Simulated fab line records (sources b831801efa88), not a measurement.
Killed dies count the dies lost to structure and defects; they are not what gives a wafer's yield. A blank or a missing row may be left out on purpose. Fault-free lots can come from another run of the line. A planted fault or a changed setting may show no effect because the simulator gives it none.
Comparing a struck lot with a sound one || flow sky130 || 15 steps out of a route of 708
Sound: these wafers, L461.1, L461.5, L461.6. Wafers L472.2, L472.3, L472.6 were the ones struck. The cause is named last.
For every step that has rows: the tool of each side, followed by ch and its chambers, followed by its first start. Under that, the readings that differ: sound wafers || struck wafers || difference of the means || sigmas: that difference in standard deviations of wafers without a fault.
alike: readings whose means differ by less than 2 such deviations, and words and numbers that are the same on both sides. not compared: withheld readings, readings that some wafer has no value for, bounds like >300 that may hide the same value, and numbers for which the record gives no deviation and whose values overlap.
The two part at a step that has a row with sigmas, a row that says differs or no value, or rows on one side only. Numbers that have no deviation but don't overlap get no sigmas and don't part them. Lack of a reading on every wafer of one side parts them only where that side has two or more wafers.

first, 4 steps without rows for these wafers: SKY_VIA3_STRIP_16 (strips in O2/N2); SKY_VIA3_STRIP_17 (strips in post etch residue remover, time 1200 s); SKY_VIA3_CLEAN_18 (cleans in IPA, time 180 s); SKY_VIA3_CLEAN_19 (cleans in O3/DIW).
SKY_VIA3_SPUTTER_20: material TiN, target thk 20 nm, time 80 s.
  sound on pvd-sputter-01 at day 39 07:58; struck on pvd-sputter-04 at day 43 09:10
  alike: throttle-valve-pct
then, 1 step without rows for these wafers: SKY_VIA3_CVD_21 (deposits W, target thk 390 nm, time 117.31 s).
SKY_VIA3_RS_MEAS_22: measures by four-point-probe.
  sound on film-metro-03 at day 39 08:10; struck on film-metro-04 at day 43 09:22
  alike: VIA3_W_RS
SKY_VIA3_THK_MEAS_23: measures by xrf.
  sound on film-metro-03 at day 39 08:17; struck on film-metro-04 at day 43 09:29
  alike: VIA3_W_THK
then, 1 step without rows for these wafers: SKY_VIA3_CMP_24 (polishes, stops on SiO2, t overpolish 20 s, target thk 0 nm).
SKY_METAL4_SPUTTER_00: material Ti, target thk 15 nm, time 10 s.
  sound on pvd-sputter-04 at day 39 08:38; struck on pvd-sputter-03 at day 43 09:50
  alike: throttle-valve-pct
SKY_METAL4_SPUTTER_01: material TiN, target thk 20 nm, time 16.7 s.
  sound on pvd-sputter-04 at day 39 08:40; struck on pvd-sputter-03 at day 43 09:51
  alike: throttle-valve-pct
SKY_METAL4_SPUTTER_02: material AlCu, target thk 735 nm, time 39.1 s.
  sound on pvd-sputter-04 at day 39 08:41; struck on pvd-sputter-03 at day 43 09:53
  alike: throttle-valve-pct
SKY_METAL4_SPUTTER_03: material Ti, target thk 5 nm, time 3.3 s.
  sound on pvd-sputter-04 at day 39 08:43; struck on pvd-sputter-03 at day 43 09:55
{"reading": "model.Ti_of_METAL4_SPUTTER_03.thk-nm (nm)", "sound": "5.035 4.891 5.003", "struck": "3.345 3.463 3.405", "difference": -1.572, "sigmas": ""}
  alike: throttle-valve-pct
SKY_METAL4_SPUTTER_04: material TiN, target thk 70 nm, time 58.3 s.
  sound on pvd-sputter-04 at day 39 08:44; struck on pvd-sputter-03 at day 43 09:56
  alike: throttle-valve-pct
-- the record jumps here: 5 days lie between the struck wafers' starts before and after (it left off in module METAL4 and takes up again in module PAD_OPEN, whose first step shown is number 708 of the route) --
SKY_PAD_OPEN_PROBE_99:
  rows exist in the record for the struck wafers here (prober-02, day 48 21:11), but not for the sound ones

## WHERE THEY PART
At SKY_PAD_OPEN_PROBE_99 and nowhere else, as far as this record goes.

WHY: the cause the simulator had injected
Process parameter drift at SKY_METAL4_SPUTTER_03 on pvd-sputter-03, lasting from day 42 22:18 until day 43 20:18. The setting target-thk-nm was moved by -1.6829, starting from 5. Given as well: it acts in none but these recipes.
